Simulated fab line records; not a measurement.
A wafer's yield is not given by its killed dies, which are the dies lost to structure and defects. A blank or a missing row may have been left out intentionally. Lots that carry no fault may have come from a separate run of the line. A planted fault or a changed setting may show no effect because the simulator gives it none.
Which of the tools did it?    flow gf180mcu    36 wafers from 12 lots sampled at 5 of the route's 602 steps

== WHAT EACH GAUGE READ, for each wafer ==
GF_CONTACT_THK_MEAS_26: measures by xrf. Usual: CONTACT_W_THK typically reads 307 nm, with standard deviation 8.1.
lot   measured      on             CONTACT_W_THK (nm)  flag
L820  day 16 04:22  film-metro-03  308 320 319         
L823  day 17 08:13  film-metro-01  311 308 306         
L827  day 18 15:25  film-metro-01  300 297 292         
L829  day 19 11:50  film-metro-03  302 301 300         
L835  day 21 15:43  film-metro-01  298 297 294         
L836  day 21 23:30  film-metro-04  314 317 313         
L837  day 22 08:31  film-metro-03  315 312 314         
L838  day 22 15:46  film-metro-04  316 309 309         
L839  day 22 21:53  film-metro-03  301 300 302         
L840  day 23 14:52  film-metro-03  308 317 316         
L841  day 23 22:12  film-metro-03  304 301 301         
L842  day 24 06:58  film-metro-01  305 310 305         

GF_M1_CD_MEAS_14: the cd target is 230 nm. Usual: cd-nm reads 230.1 nm (standard deviation 1.7).
lot   measured      on         cd-nm (nm)         flag
L820  day 17 03:32  cd-sem-01  231.0 231.6 232.4  
L823  day 18 07:59  cd-sem-01  228.7 230.7 230.2  
L827  day 19 15:41  cd-sem-01  216.8 217.5 217.3  OFF
L829  day 20 12:31  cd-sem-01  219.4 218.4 218.7  OFF
L835  day 22 16:01  cd-sem-01  231.4 231.3 230.1  
L836  day 22 22:56  cd-sem-02  230.2 229.5 230.4  
L837  day 23 07:56  cd-sem-01  228.4 229.2 228.4  
L838  day 23 14:38  cd-sem-01  229.3 229.6 228.3  
L839  day 23 21:49  cd-sem-02  233.7 233.1 234.3  
L840  day 24 13:40  cd-sem-02  229.4 228.9 227.7  
L841  day 24 20:08  cd-sem-02  229.1 229.2 230.9  
L842  day 25 05:04  cd-sem-02  229.6 228.4 228.6  

GF_V1_OVL_MEAS_15. Usual: V1_OVL typically reads 5 nm, with standard deviation 5.8.
lot   measured      on          V1_OVL (nm)  flag
L820  day 18 03:44  overlay-01  -4 6 4       
L823  day 19 09:04  overlay-01  12 1 6       
L827  day 20 16:32  overlay-01  0 0 4        
L829  day 21 14:05  overlay-02  9 7 3        
L835  day 23 15:50  overlay-01  1 5 -6       
L836  day 23 23:16  overlay-01  -5 -3 4      
L837  day 24 07:55  overlay-01  -9 -13 1     
L838  day 24 14:26  overlay-02  8 -8 9       
L839  day 24 21:06  overlay-01  -4 0 6       
L840  day 25 12:50  overlay-02  12 0 6       
L841  day 25 18:49  overlay-01  14 -4 6      
L842  day 26 03:54  overlay-01  20 13 10     

== WHICH TOOL RAN EACH LOT (tool, then ch and the chambers of the sampled wafers, then the start) ==
lot   GF_PSD_RTA_13                     GF_M1_EXPOSE_11
L820  rtp-anneal-01 ch 0, day 14 07:32  krf-scanner-01 ch 0, day 16 16:21
L823  rtp-anneal-02 ch 0, day 15 09:14  krf-scanner-01 ch 0, day 17 20:14
L827  rtp-anneal-02 ch 0, day 16 13:44  krf-scanner-02 ch 0, day 19 03:51
L829  rtp-anneal-01 ch 0, day 17 09:21  krf-scanner-02 ch 0, day 20 00:46
L835  rtp-anneal-01 ch 0, day 19 13:05  krf-scanner-01 ch 0, day 22 04:54
L836  rtp-anneal-02 ch 0, day 19 21:21  krf-scanner-01 ch 0, day 22 11:24
L837  rtp-anneal-01 ch 0, day 20 05:56  krf-scanner-01 ch 0, day 22 20:46
L838  rtp-anneal-01 ch 0, day 20 14:35  krf-scanner-01 ch 0, day 23 04:01
L839  rtp-anneal-02 ch 0, day 20 20:32  krf-scanner-01 ch 0, day 23 10:04
L840  rtp-anneal-02 ch 0, day 21 14:32  krf-scanner-01 ch 0, day 24 03:01
L841  rtp-anneal-01 ch 0, day 21 20:28  krf-scanner-01 ch 0, day 24 09:14
L842  rtp-anneal-02 ch 0, day 22 06:50  krf-scanner-01 ch 0, day 24 18:20
- GF_PSD_RTA_13: time 20 s.
- GF_M1_EXPOSE_11: exposes mask Metal1, target cd 230 nm.

== AS READ BY THE TOOLS THEMSELVES (means over the sampled wafers that have a number; for cases with no such wafer, the mark the record gives instead) ==
GF_PSD_RTA_13. Usual: lamp-power-pct 30 %, standard deviation 4.4; wafer_temp_C_max 1029.3, standard deviation 0.8.
lot   tool           lamp-power-pct (%)  wafer_temp_C_max  flag
L820  rtp-anneal-01  34                  1030.0            
L823  rtp-anneal-02  25                  1029.7            
L827  rtp-anneal-02  25                  1029.2            
L829  rtp-anneal-01  34                  1029.1            
L835  rtp-anneal-01  34                  1028.8            
L836  rtp-anneal-02  25                  1029.5            
L837  rtp-anneal-01  34                  1028.9            
L838  rtp-anneal-01  34                  1030.0            
L839  rtp-anneal-02  25                  1028.3            
L840  rtp-anneal-02  25                  1029.0            
L841  rtp-anneal-01  34                  1028.9            
L842  rtp-anneal-02  25                  1029.5            

GF_M1_EXPOSE_11. Usual: exposure-dose-mJ-cm2 reads 27.97 (standard deviation 0.034).
lot   tool            exposure-dose-mJ-cm2  flag
L820  krf-scanner-01  27.97                 
L823  krf-scanner-01  28.00                 
L827  krf-scanner-02  30.35                 OFF
L829  krf-scanner-02  29.83                 OFF
L835  krf-scanner-01  27.92                 
L836  krf-scanner-01  27.97                 
L837  krf-scanner-01  27.91                 
L838  krf-scanner-01  28.00                 
L839  krf-scanner-01  27.95                 
L840  krf-scanner-01  27.95                 
L841  krf-scanner-01  27.99                 
L842  krf-scanner-01  27.98                 

== THE ANSWER, worked out from the rows above alone ==
Rule: take the mean of a lot's wafers that have a number; if it is more than 3 standard deviations from the usual mean, the lot is off. Also off: a lot with no number at a reading for which 4 or more lots have one. The other lots that the step has rows for count as sound. The gauges are gone through in route order, then the tools' own readings, and for those a lot's mean is taken as printed above. At the first step where some lot is off, the reading lying furthest off is the one used; lots without a number count as furthest.
Off: L827, L829, at GF_M1_CD_MEAS_14 (cd-nm).
If a tool, at a process step before that reading, ran all the lots that are off and no sound lot after the first of them, it fits. The gauges at GF_M1_CD_MEAS_14 aren't tried: what is off there is off at GF_M1_EXPOSE_11 too, on other tools, and a gauge's error can't cause that. One fits: GF_M1_EXPOSE_11 on krf-scanner-02. It ran no sound lot before its first lot that is off in this sample, so the start can't be narrowed down.
The tool's own readings at GF_M1_EXPOSE_11 bear it out: on the lots that are off they differ by more than 5 times the standard deviation of the sound lots' means. exposure-dose-mJ-cm2 reads 30.09 there against 27.96 on the sound lots.

== WHAT THE SIMULATOR HAD INSERTED ==
Process parameter drift: krf-scanner-02, from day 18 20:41 on, at GF_M1_EXPOSE_11. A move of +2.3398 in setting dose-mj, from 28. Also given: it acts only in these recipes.
Shown lots that were struck: L827, L829. The same result came from the rule above.
